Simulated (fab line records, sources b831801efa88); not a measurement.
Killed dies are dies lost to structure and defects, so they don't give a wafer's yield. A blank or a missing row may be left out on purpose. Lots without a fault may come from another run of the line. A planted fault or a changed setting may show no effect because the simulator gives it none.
fab line records | flow gf180mcu
record lots=6 wafers=18 last_day=34
route steps=602 shown V1@349 M2@362
lots that met no fault: from a run of the same line without faults
start_h: hours from the record's first day to the start of the lot's first wafer shown | wait_h: hours since the lot's step before | " the same as in the row above | L1.1+2: a row that stands for several wafers | - no value, or no start given | * or withheld: withheld | < > ~ a bound
route shown NAME@n: a module of which the file shows steps, and the number in the route of the first | usual: mean/standard deviation of fault-free wafers | same: alike in all rows | chamber/n: place in a boat | sites: the reading at each site | _std_site: their standard deviation | _edge_site: outer sites' mean less inner sites' | radius_mm: how far each site lies from the wafer's centre | mask NAME#n: copy n | behind: the tool/chamber that last shaped the wafer | hold: why the lot was held/for how many hours/how that ended | device: the transistor (n, p or np) that didn't switch | end of line: the same wafers' tests at the end of the route | a step without rows: its recipe alone | killed: dies lost to structure and defects at the first sort, not the wafer's yield | map: a wafer's dies, x killed, . not, _ none there
set.NAME: the setting as run; set.NAME@STEP: as run at that earlier step | model.NAME: the simulator's own value behind a step, which no gauge read
lots at some steps of the route; a table a step, a row a wafer
services: from which hour (start_h, from the record's first day; less than 0 if before it) a tool's chamber was out of use, for how many hours, and why
## steps
# step GF_V1_CD_MEAS_14
# recipe target_cd_nm=260
# usual cd_nm=259.9/1.3
# columns lot.wafer tool chamber start_h wait_h cd_nm
L383.2 cd_sem-02 - 438.37 0.1 260.8
L383.4 " - " " 260.6
L383.5 " - " " 261.0
L385.1 cd_sem-02 - 466.58 0.1 261.8
L385.2 " - " " 260.5
L385.4 " - " " 260.2
L390.1 cd_sem-01 - 503.28 0.1 259.7
L390.2 " - " " 260.2
L390.3 " - " " 260.0
L392.2 cd_sem-01 - 523.02 0.1 259.0
L392.3 " - " " 258.9
L392.6 " - " " 260.2
L401.1 cd_sem-02 - 589.20 0.1 259.0
L401.5 " - " " 259.2
L401.6 " - " " 259.4
L403.3 cd_sem-02 - 601.94 0.1 260.0
L403.4 " - " " 259.1
L403.5 " - " " 259.5
# step GF_V1_OVL_MEAS_15
# usual V1_OVL=-1/5.5
# columns lot.wafer tool chamber start_h wait_h V1_OVL[nm]
L383.2 overlay-02 - 438.48 0.1 -4
L383.4 " - " " -5
L383.5 " - " " -9
L385.1 overlay-02 - 466.70 0.1 -2
L385.2 " - " " 2
L385.4 " - " " -2
L390.1 overlay-02 - 503.40 0.1 -2
L390.2 " - " " -6
L390.3 " - " " -11
L392.2 overlay-02 - 523.13 0.1 0
L392.3 " - " " 0
L392.6 " - " " -6
L401.1 overlay-02 - 589.32 0.1 -2
L401.5 " - " " 3
L401.6 " - " " -4
L403.3 overlay-02 - 602.07 0.1 9
L403.4 " - " " 6
L403.5 " - " " 5
# step GF_V1_ETCH_16
# recipe chemistry=N2/H2 target_depth_a=withheld overetch_a=withheld time_s=withheld target=BARC ion_energy_ev=200 source_w=500 bias_w=100 pressure_mtorr=30 n2_flow_sccm=100 h2_flow_sccm=200
# step GF_V1_ETCH_17
# recipe chemistry=C4F8/O2/Ar mask_material=KrF target=SiO2 stop_on=TiN source_w=1500 bias_w=1200 pressure_mtorr=40 c4f8_flow_sccm=withheld O2_flow_sccm=6 Ar_flow_sccm=300 time_s=withheld target_depth_a=6300
# usual chamber_pressure_mTorr=40.00/0.037 oes_product_au=0.856/0.0046
# columns lot.wafer tool chamber start_h wait_h chamber_pressure_mTorr oes_product_au
L383.2 rie_diel-03 0 - - 39.99 0.850
L383.4 " 1 " " 40.01 0.848
L383.5 " 2 " " 40.02 0.847
L385.1 rie_diel-04 3 - - 40.00 0.863
L385.2 " 2 " " 39.96 0.857
L385.4 " 1 " " 39.97 0.859
L390.1 rie_diel-01 3 - - 39.97 0.860
L390.2 " 0 " " 39.98 0.855
L390.3 " 2 " " 40.05 0.859
L392.2 rie_diel-03 1 - - 40.03 0.861
L392.3 " 2 " " 40.00 0.858
L392.6 " 3 " " 39.97 0.859
L401.1 rie_diel-04 0 - - 40.07 0.856
L401.5 " 2 " " 39.99 0.854
L401.6 " 3 " " 40.00 0.858
L403.3 rie_diel-01 2 - - 40.04 0.849
L403.4 " 3 " " 40.04 0.854
L403.5 " 3 " " 40.00 0.864
# step GF_V1_STRIP_18
# recipe chemistry=O2/N2 power_w=1400 pressure_mtorr=1500 platen_temp_c=250 o2_flow_sccm=3000 n2_flow_sccm=300 overash_fraction=0.5
# usual chamber_pressure_mTorr=1499.9/1.4 drypump_motor_current_A=5.6/0.41 heater_power_w=320/28 oes_product_au=0.593/0.005
# columns lot.wafer tool chamber start_h wait_h chamber_pressure_mTorr drypump_motor_current_A heater_power_w oes_product_au rf_hours_counter_h
L383.2 plasma_asher-02 0 438.64 - 1499.4 5.5 306 0.591 33
L383.4 " 0 " " 1498.2 5.6 311 0.597 -
L383.5 " 1 " " 1499.4 6.0 359 0.594 -
L385.1 plasma_asher-03 1 466.86 - 1498.7 5.9 276 0.584 81
L385.2 " 0 " " 1501.9 4.9 340 0.601 81
L385.4 " 0 " " 1499.9 4.9 340 0.585 -
L390.1 plasma_asher-02 1 503.56 - 1499.5 6.0 356 0.602 40
L390.2 " 0 " " 1497.9 5.6 316 0.593 40
L390.3 " 0 " " 1502.0 5.6 317 0.587 -
L392.2 plasma_asher-02 1 523.29 - 1502.2 6.0 349 0.586 42
L392.3 " 1 " " 1496.9 6.0 349 0.589 -
L392.6 " 0 " " 1498.9 5.6 315 0.596 -
L401.1 plasma_asher-02 1 589.49 - 1499.3 6.0 354 0.597 50
L401.5 " 1 " " 1500.0 6.0 354 0.591 -
L401.6 " 0 " " 1497.7 5.6 318 0.595 -
L403.3 plasma_asher-03 1 602.26 - 1499.9 5.9 278 0.591 -
L403.4 " 0 " " 1497.0 4.9 331 0.601 -
L403.5 " 1 " " 1502.3 5.9 279 0.600 -
# step GF_V1_STRIP_19
# recipe chemistry=post_etch_residue_remover time_s=1200 temp_c=72.5
# step GF_V1_CLEAN_20
# recipe chemistry=DIW dry=n2_spin
# step GF_V1_SPUTTER_21
# recipe material=Ti target_thk_nm=15 chamber_pressure_pa=5 power_w=2500 substrate_temp_c=200 time_s=80.02
# usual throttle_valve_pct=30.3/0.84
# columns lot.wafer tool chamber start_h wait_h throttle_valve_pct
L383.2 pvd_sputter-04 - 439.18 0.0 31.7
L383.4 " - " " 29.6
L383.5 " - " " 29.5
L385.1 pvd_sputter-02 - 467.40 0.0 29.6
L385.2 " - " " 28.9
L385.4 " - " " 30.7
L390.1 pvd_sputter-01 - 504.10 0.0 30.8
L390.2 " - " " 29.3
L390.3 " - " " 31.4
L392.2 pvd_sputter-04 - 523.83 0.0 30.8
L392.3 " - " " 30.0
L392.6 " - " " 29.6
L401.1 pvd_sputter-02 - 590.04 0.0 30.7
L401.5 " - " " 29.4
L401.6 " - " " 29.7
L403.3 pvd_sputter-01 - 602.85 0.0 31.2
L403.4 " - " " 30.8
L403.5 " - " " 31.1
# step GF_V1_SPUTTER_22
# recipe material=TiN target_thk_nm=10 chamber_pressure_pa=5 power_w=4000 time_s=40
# usual throttle_valve_pct=30.3/0.87
# columns lot.wafer tool chamber start_h wait_h throttle_valve_pct
L383.2 pvd_sputter-04 - 439.24 0.0 31.9
L383.4 " - " " 29.4
L383.5 " - " " 29.5
L385.1 pvd_sputter-02 - 467.46 0.0 29.6
L385.2 " - " " 28.9
L385.4 " - " " 31.1
L390.1 pvd_sputter-01 - 504.16 0.0 30.6
L390.2 " - " " 29.2
L390.3 " - " " 31.2
L392.2 pvd_sputter-04 - 523.89 0.0 30.9
L392.3 " - " " 29.5
L392.6 " - " " 29.6
L401.1 pvd_sputter-02 - 590.10 0.0 30.8
L401.5 " - " " 29.4
L401.6 " - " " 29.8
L403.3 pvd_sputter-01 - 602.91 0.0 31.1
L403.4 " - " " 30.8
L403.5 " - " " 31.1
# step GF_V1_CVD_23
# recipe material=W target_thk_nm=350 time_s=105.05 temp_c=400 pressure_torr=40
# usual chamber_pressure_Torr=40.00/0.09 heater_power_w=853/37
# columns lot.wafer tool chamber start_h wait_h chamber_pressure_Torr heater_power_w
L383.2 cvd_w-01 1 439.28 0.0 40.13 811
L383.4 " 0 " " 39.95 833
L383.5 " 1 " " 40.04 817
L385.1 cvd_w-02 0 467.50 0.0 39.98 890
L385.2 " 1 " " 40.05 884
L385.4 " 0 " " 40.10 876
L390.1 cvd_w-01 0 504.20 0.0 40.01 810
L390.2 " 1 " " 40.14 832
L390.3 " 1 " " 39.93 820
L392.2 cvd_w-01 1 523.93 0.0 39.99 812
L392.3 " 1 " " 40.04 836
L392.6 " 1 " " 39.85 836
L401.1 cvd_w-01 1 590.14 0.0 40.02 806
L401.5 " 1 " " 40.01 833
L401.6 " 0 " " 40.10 832
L403.3 cvd_w-02 0 602.98 0.1 40.01 883
L403.4 " 1 " " 40.03 920
L403.5 " 0 " " 39.99 870
# step GF_V1_RS_MEAS_24
# recipe thk_meas_gauge=four-point-probe reads=W_of_V1_CVD_23+TiN_of_V1_SPUTTER_22+Ti_of_V1_SPUTTER_21
# usual V1_W_RS=0.327/0.003
# columns lot.wafer tool chamber start_h wait_h V1_W_RS[ohm/sq]
L383.2 film_metro-01 - 439.41 0.1 0.325
L383.4 " - " " 0.325
L383.5 " - " " 0.324
L385.1 film_metro-04 - 467.62 0.1 0.327
L385.2 " - " " 0.324
L385.4 " - " " 0.326
L390.1 film_metro-04 - 504.31 0.1 0.330
L390.2 " - " " 0.327
L390.3 " - " " 0.333
L392.2 film_metro-01 - 524.06 0.1 0.330
L392.3 " - " " 0.335
L392.6 " - " " 0.327
L401.1 film_metro-02 - 590.25 0.1 0.326
L401.5 " - " " 0.330
L401.6 " - " " 0.329
L403.3 film_metro-04 - 603.10 0.1 0.329
L403.4 " - " " 0.333
L403.5 " - " " 0.330
# step GF_V1_THK_MEAS_25
# recipe thk_meas_gauge=xrf reads=W_of_V1_CVD_23
# usual V1_W_THK=351/3.8
# columns lot.wafer tool chamber start_h wait_h V1_W_THK[nm]
L383.2 film_metro-01 - 439.52 0.1 350
L383.4 " - " " 350
L383.5 " - " " 353
L385.1 film_metro-04 - 467.74 0.1 349
L385.2 " - " " 352
L385.4 " - " " 350
L390.1 film_metro-04 - 504.43 0.1 345
L390.2 " - " " 350
L390.3 " - " " 344
L392.2 film_metro-01 - 524.17 0.1 346
L392.3 " - " " 341
L392.6 " - " " 349
L401.1 film_metro-02 - 590.37 0.1 351
L401.5 " - " " 346
L401.6 " - " " 347
L403.3 film_metro-04 - 603.20 0.1 349
L403.4 " - " " 343
L403.5 " - " " 349
# step GF_V1_CMP_26
# recipe stop_on=SiO2 down_force_psi=3.5 platen_rpm=60 t_overpolish_s=15 target_thk_nm=0 pad_velocity_m_s=0.94248
# usual motor_current_A=11.4/1.4 overpolish_run_s=14.999/0.0083 time_to_endpoint_s=84/3.8
# columns lot.wafer tool chamber start_h wait_h motor_current_A overpolish_run_s time_to_endpoint_s
L383.4 cmp-02 0 439.67 0.1 11.5 15.013 82
L383.2 " 1 " " 9.8 14.997 84
L383.5 " 3 " " 11.6 14.987 94
L385.4 cmp-01 3 467.80 0.0 10.4 15.012 87
L385.2 " 1 " " 12.6 15.008 88
L385.1 " 2 " " 10.6 14.982 83
L390.2 cmp-01 0 504.49 0.0 13.0 15.006 86
L390.1 " 2 " " 9.6 0.045 129
L390.3 " 3 " " 9.9 0.037 128
L392.2 cmp-01 1 524.32 0.1 12.6 15.020 86
L392.3 " 2 " " 9.9 0.044 127
L392.6 " 0 " " 12.4 14.991 87
L401.1 cmp-02 1 590.48 0.1 9.7 14.992 88
L401.5 " 0 " " 11.2 14.994 85
L401.6 " 1 " " 9.6 14.993 85
L403.3 cmp-02 0 603.26 0.1 10.0 14.999 73
L403.4 " 3 " " 12.1 15.007 86
L403.5 " 0 " " 11.3 15.002 78
# step GF_M2_SPUTTER_00
# recipe material=Ti target_thk_nm=37.5 arriving_ion_energy_ev=80 substrate_temp_c=200 chamber_pressure_pa=2 power_w=4000 time_s=150
## services
# columns tool chamber start_h hours kind
rie_diel-01 - 415.85 2.8 pm
rie_diel-03 0 421.29 8.3 repair
cmp-02 - 421.93 6.7 pm
rie_diel-03 3 429.80 70.1 repair
pvd_sputter-04 - 431.09 1.8 repair
rie_diel-04 2 434.44 2.4 repair
rie_diel-01 1 443.51 5.6 repair
rie_diel-04 1 446.93 3.7 repair
rie_diel-01 3 448.27 5.2 repair
cvd_w-01 - 450.81 1.6 repair
rie_diel-03 2 455.40 10.7 repair
rie_diel-03 1 465.68 6.6 repair
rie_diel-04 3 467.00 6.6 repair
rie_diel-04 - 477.45 10.0 pm
cmp-01 - 492.68 2.8 repair
pvd_sputter-02 - 497.27 4.7 repair
rie_diel-03 3 528.27 15.3 repair
rie_diel-03 - 531.05 2.8 pm
pvd_sputter-01 - 533.30 1.1 repair
rie_diel-03 2 541.76 1.9 repair
cvd_w-01 0 569.39 19.5 repair
cmp-01 - 572.06 4.0 pm
plasma_asher-02 - 595.11 6.0 repair
cvd_w-01 - 600.69 6.9 pm
## key
first_sign step=GF_V1_CMP_26 reading=overpolish_run_s direction=down sigmas=99+ usual=14.999 struck=0.042
effect step=GF_V1_CMP_26 reading=time_to_endpoint_s direction=up sigmas=12 usual=* struck=*
met_at GF_V1_CMP_26
struck_wafers L390.1,L390.3,L392.3
later_rows_left_out L390.1,L390.3,L392.3
sort_left_out L390.1,L390.3,L392.3
onset_between 467.80 504.49
fault kind=process_parameter_drift tool=cmp-01 chamber=- onset_h=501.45 steps=GF_V1_CMP_26 channel=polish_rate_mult offset=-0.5 shape=step end_h=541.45 scope=struck_wafers_only
# sort_left_out: the simulated sort isn't trusted on such a fault, so these wafers' sort isn't shown, and their yield isn't known
# later_rows_left_out: the simulator's readings of these wafers behind a module that went badly wrong aren't trusted and aren't shown, but for the sort
